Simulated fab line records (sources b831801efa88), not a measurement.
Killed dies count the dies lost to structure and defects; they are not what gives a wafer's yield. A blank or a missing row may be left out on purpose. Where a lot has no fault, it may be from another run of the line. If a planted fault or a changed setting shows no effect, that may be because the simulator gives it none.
Problem report in the 8D (eight disciplines) form, filled by code ; flow gf180mcu ; the parts of the form that need people (team, actions taken, sign-off) are left out

## 1. WHAT WENT WRONG
Wafers without a fault read 1.000 a.u., standard deviation 0.0079; oes_product_au at GF_SAB_ETCH_11 reads a mean of 1.193 a.u. on 9 wafers belonging to 3 lots. That puts it +24 standard deviations away from the usual mean.
The step: etches SiO2 in C4F8/O2/Ar, target depth 55 nm, time 8.5 s.
The first sign was on wafer L956.1 at day 19 21:52, on rie_diel-01. At this step, 42 wafers from 14 lots have a number in the record. By rule, "out" or "out of limits" means more than 4 standard deviations away from the usual mean. The other wafers with a number count as sound.

## 2. WHAT IT IS, WHAT IT ISN'T
question;is;is not
which readings at this step;oes_product_au;-
which lots;L956, L957, L958;L945, L946, L948, L949, L954, L955, L959, L961, L964, L965, L966
which wafers of those lots;all that have a number;-
read on which tools;rie_diel-01;rie_diel-03, rie_diel-04
when;from day 19 21:52;"up to then (18 sound wafers); but 15 sound wafers of L959, L961, L964, L965, L966 came after"

## 3. THE SUSPECTS, EACH WITH WHAT RULES IT OUT
Counting: a tool at any process step up to the reading remains a suspect when it ran all the lots that are out and ran no sound lot after the first of those.
- rie_diel-01 at GF_SAB_ETCH_11 (etches SiO2 in C4F8/O2/Ar, target depth 55 nm, time 8.5 s): ruled out as a lasting fault. After its first lot that is out, L956 (day 19 21:52), sound lots L966 ran on it.
Left after counting: nothing in the record.

## 4. THE CAUSE (what the simulator had put in)
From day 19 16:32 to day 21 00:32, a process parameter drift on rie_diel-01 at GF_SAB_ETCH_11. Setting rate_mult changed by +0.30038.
Counting ruled it out, wrongly.

## 5. SEQUENCE OF EFFECTS, ordered by route
Each row: a reading where the mean over the struck wafers with a number is more than 3 standard deviations away from the usual. Only readings whose record carries a usual standard deviation are examined. hours: median over the lots of the time between each lot's start at the first step of this table that gives one and its start at this step. sigmas: the change, counted in usual standard deviations.
hours;step;reading;usual;on struck wafers;change;sigmas
0;GF_SAB_ETCH_11;oes_product_au;1.000 a.u.;1.193;+0.193;+24
Process steps it contains:
- GF_SAB_ETCH_11: etches SiO2 in C4F8/O2/Ar, target depth 55 nm, time 8.5 s.
Later steps that measure or inspect, where all struck wafers having a row at the step show a number for every such reading and not one has moved that far: GF_V2_THK_MEAS_03.

## 6. WHAT WOULD HAVE CAUGHT IT SOONER
5 hours passed between the start of the fault at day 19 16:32 and the first reading out of limits in this record, taken at day 19 21:52.
